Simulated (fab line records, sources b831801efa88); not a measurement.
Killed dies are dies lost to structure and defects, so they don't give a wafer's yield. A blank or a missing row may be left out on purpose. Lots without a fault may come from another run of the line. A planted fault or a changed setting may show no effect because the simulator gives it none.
A struck lot beside a sound one | flow sfq_line | 31 steps out of a route of 325
Sound: wafers L776.1, L776.3, L776.4. Struck: wafer L772.1. (L772.3 of the same lot was not struck and is left out.) The cause comes at the end.
At each step with rows: each side's tool, then ch and its chambers, then its first start. Under that, the readings that differ: sound wafers | struck wafers | difference of the means | sigmas: that difference in standard deviations of wafers without a fault.
alike: readings whose means differ by less than 2 such deviations, and words and numbers that are the same on both sides. not compared: withheld readings, readings that some wafer has no value for, bounds like >300 that may hide the same value, and numbers for which the record gives no deviation and whose values overlap.
The two part at a step that has a row with sigmas, a row that says differs or no value, or rows on one side only. Numbers that don't overlap but have no deviation are shown without sigmas and don't part them. A reading that every wafer of one side lacks parts them only if that side has two wafers or more.

SFQ_INCOMING_BOW_MEAS_900:
  sound on film_metro-03, day 4 13:00; struck on film_metro-03, day 3 17:00
  alike: INCOMING_BOW
then, 1 step without rows for these wafers: SFQ_TRILAYER_INCOMING_OXIDATION_002 (target thk 500 nm, ox time 4939 s).
SFQ_TRILAYER_L0_DEP_SPUTTER_003: material MoNx KI, target thk 40 nm, time 100 s.
  sound on pvd_sputter-06, day 4 15:29; struck on pvd_sputter-04, day 3 19:29
  reading                                                  | sound             | struck | difference | sigmas
  model.MoNx_KI_of_TRILAYER_L0_DEP_SPUTTER_003.thk_nm (nm) | 39.88 40.14 40.04 | 26.36  | -13.66     |
  alike: base_pressure_pa, throttle_valve_pct
SFQ_L0_RS_MEAS_901: measures by four-point-probe.
  sound on film_metro-04, day 4 15:34; struck on film_metro-04, day 3 19:51
  reading                | sound          | struck | difference | sigmas
  L0_MONX_KI_RS (ohm/sq) | 43.5 43.2 43.3 | 65.9   | +22.6      | +43
  not compared: hold
SFQ_L0_THK_MEAS_902: measures by xrf.
  sound on film_metro-04, day 4 15:41; struck on film_metro-04, day 4 01:28
  reading             | sound          | struck | difference | sigmas
  L0_MONX_KI_THK (nm) | 38.8 38.7 38.6 | 25.4   | -13.3      | -25
  not compared: hold
then, 6 steps without rows for these wafers: SFQ_TRILAYER_L0_LITHO_COAT_005 (resist thk 600 nm); SFQ_TRILAYER_L0_LITHO_SOFTBAKE_009; SFQ_TRILAYER_L0_LITHO_EXPOSE_006 (exposes mask L0, target cd 2000 nm); SFQ_TRILAYER_L0_LITHO_PEB_008 (peb time 60 s); SFQ_TRILAYER_L0_LITHO_DEVELOP_007 (time 60 s); SFQ_TRILAYER_L0_BARC_OPEN_METAL_ETCH_010 (etches BARC in O2, target depth 125 nm, time 41.7 s).
SFQ_TRILAYER_L0_ETCH_METAL_ETCH_008: etches MoNx KI in SF6/O2, stops on SiO2, target depth 50 nm, time 25 s.
  sound on rie_metal-01 ch 0,1, day 5 08:54; struck on rie_metal-04 ch 1, day 4 11:18
  reading               | sound             | struck | difference | sigmas
  oes_product_au (a.u.) | 0.871 0.877 0.865 | 0.712  | -0.159     | -21
  alike: drypump_motor_current_A
  not compared: rf_hours_counter_h
SFQ_TRILAYER_L0_STRIP_STRIP_009: strips in O2.
  sound on rie_metal-01 ch 0,1, day 5 08:56; struck on rie_metal-04 ch 1, day 4 11:20
  alike: drypump_motor_current_A, oes_product_au
  not compared: rf_hours_counter_h
then, 1 step without rows for these wafers: SFQ_TRILAYER_L0_STRIP_SOLV_CLEAN_010 (cleans in NMP, time 600 s).
SFQ_TRILAYER_L0_CAP_PECVD_011: deposits SiO2 from SiH4/N2O, time 13.333 s, target thk 60 nm.
  sound on pecvd-03 ch 1,2, day 5 09:43; struck on pecvd-02 ch 2, day 4 12:07
  reading                | sound          | struck | difference | sigmas
  throttle_valve_pct (%) | 26.5 26.6 26.4 | 24.2   | -2.3       | -3
  alike: heater_power_w, susceptor_temp_C
then, 6 steps without rows for these wafers: SFQ_TRILAYER_L0_VIA_LITHO_COAT_018 (resist thk 62 nm); SFQ_TRILAYER_L0_VIA_LITHO_COAT_013 (resist thk 650 nm); SFQ_TRILAYER_L0_VIA_LITHO_SOFTBAKE_017; SFQ_TRILAYER_L0_VIA_LITHO_EXPOSE_014 (exposes mask L0V, target cd 700 nm); SFQ_TRILAYER_L0_VIA_LITHO_PEB_016 (peb time 60 s); SFQ_TRILAYER_L0_VIA_LITHO_DEVELOP_015 (time 60 s).
-- the record jumps here: 5 days lie between the struck wafers' starts before and after --
SFQ_L0V_OVL_MEAS_903:
  sound on overlay-02, day 10 06:25; struck on overlay-01, day 9 07:37
  alike: L0V_OVL
SFQ_TRILAYER_L0_VIA_BARC_OPEN_VIA_ETCH_021: etches BARC in O2, target depth 125 nm, time 41.7 s.
  sound on rie_diel-04 ch 0,2,3, day 10 06:28; struck on rie_diel-04 ch 2, day 9 07:40
  alike: drypump_motor_current_A, oes_product_au
  not compared: rf_hours_counter_h
SFQ_TRILAYER_L0_VIA_ETCH_VIA_ETCH_016: etches SiO2 in CHF3, stops on MoNx KI, target depth 80 nm.
  sound on rie_diel-04 ch 0,2,3, day 10 06:30; struck on rie_diel-04 ch 2, day 9 07:41
  reading               | sound             | struck | difference | sigmas
  oes_product_au (a.u.) | 0.850 0.844 0.850 | 0.825  | -0.023     | -3
  alike: drypump_motor_current_A
then, 3 steps without rows for these wafers: SFQ_TRILAYER_L0_VIA_STRIP_STRIP_017 (strips in O2); SFQ_TRILAYER_L0_VIA_STRIP_SOLV_CLEAN_018 (cleans in NMP, time 600 s); SFQ_TRILAYER_M0_DEP_PRE_CLEAN_020 (time 15 s).
SFQ_TRILAYER_M0_DEP_SPUTTER_019: material Nb, target thk 200 nm, time 133.3 s.
  sound on pvd_sputter-06, day 10 07:20; struck on pvd_sputter-03, day 9 09:10
  alike: base_pressure_pa, substrate_temp_c, throttle_valve_pct
SFQ_M0_RS_MEAS_904: measures by four-point-probe.
  sound on film_metro-03, day 10 07:26; struck on film_metro-03, day 9 09:15
  alike: M0_NB_RS
then, 1 step without rows for these wafers: SFQ_TRILAYER_M0_LITHO_COAT_026 (resist thk 62 nm).
-- the record jumps here: 70 days lie between the struck wafers' starts before and after --
SFQ_M8_BOW_MEAS_951:
  sound on film_metro-01, day 81 01:13; struck on film_metro-04, day 79 06:23
  reading                  | sound             | struck | difference | sigmas
  model.etest.l0v.link_ohm | 44.55 44.28 44.38 | 66.93  | +22.53     |
  model.etest.l0.ohm_sq    | 43.64 43.37 43.48 | 66.04  | +22.54     |
  model.etest.l0.ohm_um    | 21.81 21.69 21.74 | 33     | +11        |
  alike: M8_BOW

WHERE THEY PART
First at SFQ_L0_RS_MEAS_901; last, within this record, at SFQ_TRILAYER_L0_VIA_ETCH_VIA_ETCH_016. Later steps at which nothing parts them and some readings are alike: SFQ_TRILAYER_M0_DEP_SPUTTER_019, SFQ_M0_RS_MEAS_904, SFQ_M8_BOW_MEAS_951.

WHY: what the simulator had put in
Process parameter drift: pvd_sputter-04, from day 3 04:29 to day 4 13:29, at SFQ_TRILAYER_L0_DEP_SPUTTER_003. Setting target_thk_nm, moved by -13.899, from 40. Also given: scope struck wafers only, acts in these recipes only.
